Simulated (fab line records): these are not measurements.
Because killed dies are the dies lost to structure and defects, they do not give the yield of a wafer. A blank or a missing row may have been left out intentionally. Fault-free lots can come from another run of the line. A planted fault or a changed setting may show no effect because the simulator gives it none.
Which tool was responsible? | flow gf180mcu | Sampling: 24 lots, 72 wafers, 6 of 602 route steps

WHAT EACH GAUGE READ, for each wafer
GF_V5_OVL_MEAS_15. Usual: for V5_OVL the level is -4 nm and the standard deviation is 4.5.
lot  | measured     | on         | V5_OVL (nm) | flag
L074 | day 27 04:50 | overlay-01 | -11 -7 -4   |
L075 | day 27 07:44 | overlay-02 | -5 -9 -10   |
L076 | day 27 19:01 | overlay-01 | -10 -1 -6   |
L077 | day 28 12:23 | overlay-02 | 0 -2 -4     |
L078 | day 28 15:55 | overlay-02 | -3 7 0      |
L079 | day 28 22:49 | overlay-02 | -7 -6 0     |
L080 | day 29 04:26 | overlay-01 | -4 2 -2     |
L081 | day 29 13:16 | overlay-01 | 6 -3 -3     |
L082 | day 29 17:07 | overlay-01 | -4 -9 -6    |
L083 | day 29 20:34 | overlay-01 | -3 -9 -6    |
L084 | day 30 06:40 | overlay-02 | -3 -4 -6    |
L085 | day 30 19:14 | overlay-01 | -6 -13 -10  |
L086 | day 31 01:37 | overlay-02 | -8 -3 0     |
L087 | day 31 03:50 | overlay-01 | -2 -4 4     |
L088 | day 31 06:56 | overlay-02 | 3 -7 -7     |
L089 | day 31 17:37 | overlay-02 | 2 -3 -6     |
L090 | day 31 20:16 | overlay-01 | 0 -10 -4    |
L091 | day 32 02:44 | overlay-01 | -15 -3 -12  |
L092 | day 32 11:14 | overlay-01 | 2 -8 3      |
L093 | day 32 12:10 | overlay-01 | -2 -4 -3    |
L094 | day 32 18:40 | overlay-01 | -3 1 -2     |
L095 | day 33 02:07 | overlay-01 | -3 -6 -2    |
L096 | day 33 03:14 | overlay-02 | -8 -8 -5    |
L097 | day 33 12:23 | overlay-01 | -6 -4 3     |

GF_PASSIVATION_THK_MEAS_03. Usual: for PASSIVATION_CVD_02_THK the level is 699 nm and the standard deviation is 11.
lot  | measured     | on            | PASSIVATION_CVD_02_THK (nm) | flag
L074 | day 28 03:36 | film-metro-04 | 711 710 713                 |
L075 | day 28 07:04 | film-metro-04 | 706 706 706                 |
L076 | day 28 17:57 | film-metro-04 | 703 698 702                 |
L077 | day 29 10:43 | film-metro-03 | 689 712 699                 |
L078 | day 29 14:05 | film-metro-01 | 698 693 692                 |
L079 | day 29 20:46 | film-metro-04 | 692 701 702                 |
L080 | day 30 01:14 | film-metro-01 | 676 700 723                 |
L081 | day 30 10:50 | film-metro-01 | 684 702 716                 |
L082 | day 30 15:06 | film-metro-03 | 686 698 704                 |
L083 | day 30 17:53 | film-metro-01 | 697 705 708                 |
L084 | day 31 03:26 | film-metro-04 | 688 698 707                 |
L085 | day 31 16:12 | film-metro-04 | 705 696 696                 |
L086 | day 31 21:20 | film-metro-03 | 713 709 710                 |
L087 | day 31 23:28 | film-metro-01 | 697 704 706                 |
L088 | day 32 03:32 | film-metro-01 | 709 719 707                 |
L089 | day 32 12:55 | film-metro-03 | 695 717 690                 |
L090 | day 32 15:33 | film-metro-03 | 697 707 705                 |
L091 | day 32 22:49 | film-metro-03 | 680 686 699                 |
L092 | day 33 06:12 | film-metro-01 | 694 703 702                 |
L093 | day 33 07:26 | film-metro-04 | 684 689 710                 |
L094 | day 33 13:13 | film-metro-04 | 687 673 700                 |
L095 | day 33 20:31 | film-metro-01 | 698 698 717                 |
L096 | day 33 21:07 | film-metro-01 | 705 690 698                 |
L097 | day 34 06:35 | film-metro-01 | 678 691 690                 |

WHICH TOOL RAN EACH LOT (tool, then ch and the chambers of the sampled wafers, then the start)
lot  | GF_M2_SPUTTER_02             | GF_MIM_SPUTTER_03            | GF_M5_STRIP_11                       | GF_TOP_METAL_SPUTTER_04
L074 | pvd-sputter-02, day 18 06:38 | pvd-sputter-04, day 24 11:54 | plasma-asher-03 ch 0,1, day 26 07:08 | pvd-sputter-02, day 27 06:28
L075 | pvd-sputter-02, day 18 08:33 | pvd-sputter-02, day 24 15:01 | plasma-asher-01 ch 0,1, day 26 10:16 | pvd-sputter-02, day 27 09:20
L076 | pvd-sputter-02, day 19 00:02 | pvd-sputter-04, day 25 04:09 | plasma-asher-03 ch 0,1, day 26 21:26 | pvd-sputter-01, day 27 20:37
L077 | pvd-sputter-03, day 19 18:28 | pvd-sputter-04, day 25 21:01 | plasma-asher-03 ch 0,1, day 27 15:34 | pvd-sputter-03, day 28 14:01
L078 | pvd-sputter-02, day 19 23:54 | pvd-sputter-03, day 26 00:27 | plasma-asher-03 ch 0,1, day 27 18:14 | pvd-sputter-03, day 28 17:31
L079 | pvd-sputter-02, day 20 09:04 | pvd-sputter-02, day 26 08:59 | plasma-asher-01 ch 0, day 28 02:08   | pvd-sputter-02, day 29 00:26
L080 | pvd-sputter-02, day 20 15:36 | pvd-sputter-04, day 26 15:13 | plasma-asher-04 ch 0,1, day 28 08:11 | pvd-sputter-03, day 29 06:02
L081 | pvd-sputter-03, day 21 00:38 | pvd-sputter-03, day 27 00:16 | plasma-asher-04 ch 1, day 28 16:41   | pvd-sputter-02, day 29 14:54
L082 | pvd-sputter-02, day 21 08:00 | pvd-sputter-02, day 27 04:23 | plasma-asher-01 ch 0,1, day 28 21:00 | pvd-sputter-01, day 29 18:46
L083 | pvd-sputter-01, day 21 13:13 | pvd-sputter-04, day 27 08:13 | plasma-asher-03 ch 0,1, day 29 00:29 | pvd-sputter-02, day 29 22:11
L084 | pvd-sputter-02, day 22 00:29 | pvd-sputter-04, day 27 18:36 | plasma-asher-03 ch 0,1, day 29 10:26 | pvd-sputter-03, day 30 08:22
L085 | pvd-sputter-03, day 22 17:14 | pvd-sputter-03, day 28 08:37 | plasma-asher-01 ch 0,1, day 29 23:34 | pvd-sputter-03, day 30 21:16
L086 | pvd-sputter-01, day 22 21:15 | pvd-sputter-03, day 28 15:21 | plasma-asher-01 ch 0,1, day 30 05:59 | pvd-sputter-01, day 31 03:14
L087 | pvd-sputter-02, day 23 03:02 | pvd-sputter-02, day 28 17:47 | plasma-asher-03 ch 0,1, day 30 08:37 | pvd-sputter-01, day 31 05:26
L088 | pvd-sputter-01, day 23 07:25 | pvd-sputter-03, day 28 21:25 | plasma-asher-03 ch 0,1, day 30 11:38 | pvd-sputter-03, day 31 08:58
L089 | pvd-sputter-03, day 23 18:50 | pvd-sputter-04, day 29 08:52 | plasma-asher-04 ch 0,1, day 30 22:32 | pvd-sputter-02, day 31 19:19
L090 | pvd-sputter-01, day 24 00:32 | pvd-sputter-04, day 29 12:19 | plasma-asher-03 ch 0,1, day 31 01:26 | pvd-sputter-01, day 31 22:40
L091 | pvd-sputter-02, day 24 08:16 | pvd-sputter-02, day 29 18:26 | plasma-asher-04 ch 0,1, day 31 08:10 | pvd-sputter-01, day 32 04:51
L092 | pvd-sputter-01, day 24 20:31 | pvd-sputter-02, day 30 05:33 | plasma-asher-03 ch 0,1, day 31 17:47 | pvd-sputter-02, day 32 12:54
L093 | pvd-sputter-01, day 24 22:01 | pvd-sputter-04, day 30 07:28 | plasma-asher-04 ch 0,1, day 31 18:29 | pvd-sputter-03, day 32 14:13
L094 | pvd-sputter-02, day 25 04:21 | pvd-sputter-04, day 30 12:45 | plasma-asher-04 ch 0,1, day 32 00:23 | pvd-sputter-02, day 32 20:16
L095 | pvd-sputter-03, day 25 17:13 | pvd-sputter-02, day 30 22:00 | plasma-asher-03 ch 0,1, day 32 08:38 | pvd-sputter-03, day 33 03:44
L096 | pvd-sputter-01, day 25 17:58 | pvd-sputter-02, day 30 23:25 | plasma-asher-01 ch 0,1, day 32 09:50 | pvd-sputter-02, day 33 04:52
L097 | pvd-sputter-01, day 26 01:56 | pvd-sputter-04, day 31 07:59 | plasma-asher-04 ch 0,1, day 32 18:59 | pvd-sputter-03, day 33 13:59
- GF_M2_SPUTTER_02: material AlCu, target thk 450 nm, time 23.9 s.
- GF_MIM_SPUTTER_03: material Ti, target thk 10 nm, time 6.7 s.
- GF_M5_STRIP_11: strips in O2/N2.
- GF_TOP_METAL_SPUTTER_04: material TiN, target thk 25 nm, time 20.8 s.

WHAT THE TOOLS THEMSELVES READ (means of the sampled wafers that have a number; where no wafer has one, the mark that the record gives instead)
GF_M2_SPUTTER_02. Usual: throttle-valve-pct 30.4 %, standard deviation 1.2.
lot  | tool           | throttle-valve-pct (%) | flag
L074 | pvd-sputter-02 | 30.2                   |
L075 | pvd-sputter-02 | 30.6                   |
L076 | pvd-sputter-02 | 30.2                   |
L077 | pvd-sputter-03 | 29.4                   |
L078 | pvd-sputter-02 | 30.7                   |
L079 | pvd-sputter-02 | 31.3                   |
L080 | pvd-sputter-02 | 29.7                   |
L081 | pvd-sputter-03 | 29.2                   |
L082 | pvd-sputter-02 | 30.3                   |
L083 | pvd-sputter-01 | 30.8                   |
L084 | pvd-sputter-02 | 29.6                   |
L085 | pvd-sputter-03 | 29.4                   |
L086 | pvd-sputter-01 | 30.7                   |
L087 | pvd-sputter-02 | 30.6                   |
L088 | pvd-sputter-01 | 30.2                   |
L089 | pvd-sputter-03 | 29.1                   |
L090 | pvd-sputter-01 | 31.2                   |
L091 | pvd-sputter-02 | 30.8                   |
L092 | pvd-sputter-01 | 29.7                   |
L093 | pvd-sputter-01 | 31.0                   |
L094 | pvd-sputter-02 | 31.4                   |
L095 | pvd-sputter-03 | 29.2                   |
L096 | pvd-sputter-01 | 31.0                   |
L097 | pvd-sputter-01 | 30.8                   |

GF_MIM_SPUTTER_03. Usual: throttle-valve-pct 30.0 %, standard deviation 1.
lot  | tool           | throttle-valve-pct (%) | flag
L074 | pvd-sputter-04 | 30.3                   |
L075 | pvd-sputter-02 | 30.5                   |
L076 | pvd-sputter-04 | 30.8                   |
L077 | pvd-sputter-04 | 30.1                   |
L078 | pvd-sputter-03 | 29.0                   |
L079 | pvd-sputter-02 | 29.9                   |
L080 | pvd-sputter-04 | 29.1                   |
L081 | pvd-sputter-03 | 29.1                   |
L082 | pvd-sputter-02 | 30.2                   |
L083 | pvd-sputter-04 | 30.4                   |
L084 | pvd-sputter-04 | 29.6                   |
L085 | pvd-sputter-03 | 29.5                   |
L086 | pvd-sputter-03 | 29.1                   |
L087 | pvd-sputter-02 | 31.3                   |
L088 | pvd-sputter-03 | 29.1                   |
L089 | pvd-sputter-04 | 30.4                   |
L090 | pvd-sputter-04 | 30.4                   |
L091 | pvd-sputter-02 | 29.8                   |
L092 | pvd-sputter-02 | 31.3                   |
L093 | pvd-sputter-04 | 30.6                   |
L094 | pvd-sputter-04 | 29.3                   |
L095 | pvd-sputter-02 | 30.3                   |
L096 | pvd-sputter-02 | 29.5                   |
L097 | pvd-sputter-04 | 28.9                   |

GF_M5_STRIP_11. Usual: drypump-motor-current-A 5.8 A, standard deviation 0.49; heater-power-w 331 W, standard deviation 44; oes-product-au 0.544 a.u., standard deviation 0.0051; strip-time-to-endpoint-s 7.54 s, standard deviation 0.071.
lot  | tool            | drypump-motor-current-A (A) | heater-power-w (W) | oes-product-au (a.u.) | strip-time-to-endpoint-s (s) | flag
L074 | plasma-asher-03 | 5.9                         | 336                | 0.547                 | 7.63                         |
L075 | plasma-asher-01 | 5.0                         | 322                | 0.545                 | 7.46                         |
L076 | plasma-asher-03 | 5.9                         | 337                | 0.543                 | 7.51                         |
L077 | plasma-asher-03 | 5.9                         | 337                | 0.547                 | 7.63                         |
L078 | plasma-asher-03 | 6.0                         | 332                | 0.541                 | 7.61                         |
L079 | plasma-asher-01 | 5.6                         | 415                | 0.543                 | 7.58                         |
L080 | plasma-asher-04 | 6.1                         | 297                | 0.544                 | 7.54                         |
L081 | plasma-asher-04 | 6.4                         | 337                | 0.543                 | 7.47                         |
L082 | plasma-asher-01 | 5.0                         | 321                | 0.547                 | 7.52                         |
L083 | plasma-asher-03 | 5.7                         | 344                | 0.543                 | 7.50                         |
L084 | plasma-asher-03 | 5.9                         | 334                | 0.545                 | 7.51                         |
L085 | plasma-asher-01 | 5.0                         | 320                | 0.549                 | 7.63                         |
L086 | plasma-asher-01 | 5.1                         | 326                | 0.547                 | 7.60                         |
L087 | plasma-asher-03 | 6.0                         | 334                | 0.547                 | 7.62                         |
L088 | plasma-asher-03 | 6.0                         | 332                | 0.541                 | 7.43                         |
L089 | plasma-asher-04 | 6.2                         | 309                | 0.542                 | 7.52                         |
L090 | plasma-asher-03 | 5.9                         | 334                | 0.538                 | 7.43                         |
L091 | plasma-asher-04 | 6.2                         | 320                | 0.545                 | 7.62                         |
L092 | plasma-asher-03 | 5.7                         | 347                | 0.546                 | 7.56                         |
L093 | plasma-asher-04 | 6.1                         | 296                | 0.542                 | 7.52                         |
L094 | plasma-asher-04 | 6.1                         | 294                | 0.540                 | 7.48                         |
L095 | plasma-asher-03 | 5.7                         | 343                | 0.543                 | 7.56                         |
L096 | plasma-asher-01 | 5.4                         | 378                | 0.543                 | 7.55                         |
L097 | plasma-asher-04 | 6.2                         | 310                | 0.539                 | 7.45                         |

GF_TOP_METAL_SPUTTER_04. Usual: throttle-valve-pct 30.1 %, standard deviation 1.1.
lot  | tool           | throttle-valve-pct (%) | flag
L074 | pvd-sputter-02 | 30.0                   |
L075 | pvd-sputter-02 | 30.2                   |
L076 | pvd-sputter-01 | 30.3                   |
L077 | pvd-sputter-03 | 29.3                   |
L078 | pvd-sputter-03 | 29.3                   |
L079 | pvd-sputter-02 | 30.6                   |
L080 | pvd-sputter-03 | 28.8                   |
L081 | pvd-sputter-02 | 31.3                   |
L082 | pvd-sputter-01 | 30.8                   |
L083 | pvd-sputter-02 | 30.5                   |
L084 | pvd-sputter-03 | 29.3                   |
L085 | pvd-sputter-03 | 29.0                   |
L086 | pvd-sputter-01 | 31.7                   |
L087 | pvd-sputter-01 | 30.9                   |
L088 | pvd-sputter-03 | 29.3                   |
L089 | pvd-sputter-02 | 30.1                   |
L090 | pvd-sputter-01 | 29.7                   |
L091 | pvd-sputter-01 | 31.4                   |
L092 | pvd-sputter-02 | 31.3                   |
L093 | pvd-sputter-03 | 29.1                   |
L094 | pvd-sputter-02 | 29.5                   |
L095 | pvd-sputter-03 | 29.1                   |
L096 | pvd-sputter-02 | 30.5                   |
L097 | pvd-sputter-03 | 29.1                   |

THE ANSWER, worked out from the rows above alone
Rule: a lot counts as off when the mean over its wafers that have a number is more than 3 standard deviations away from the usual mean. Also off: a lot with no number at a reading for which 4 or more lots have one. Where the step has rows for the other lots, those lots are counted as sound. Order of review: gauges by route order, followed by the tools' own readings, for which a lot's mean as printed above is used. At the first step where some lot is off, the reading lying furthest off is the one used; lots without a number count as furthest.
None of the lots is off at any reading shown; this tells nothing.

WHAT THE SIMULATOR HAD INSERTED
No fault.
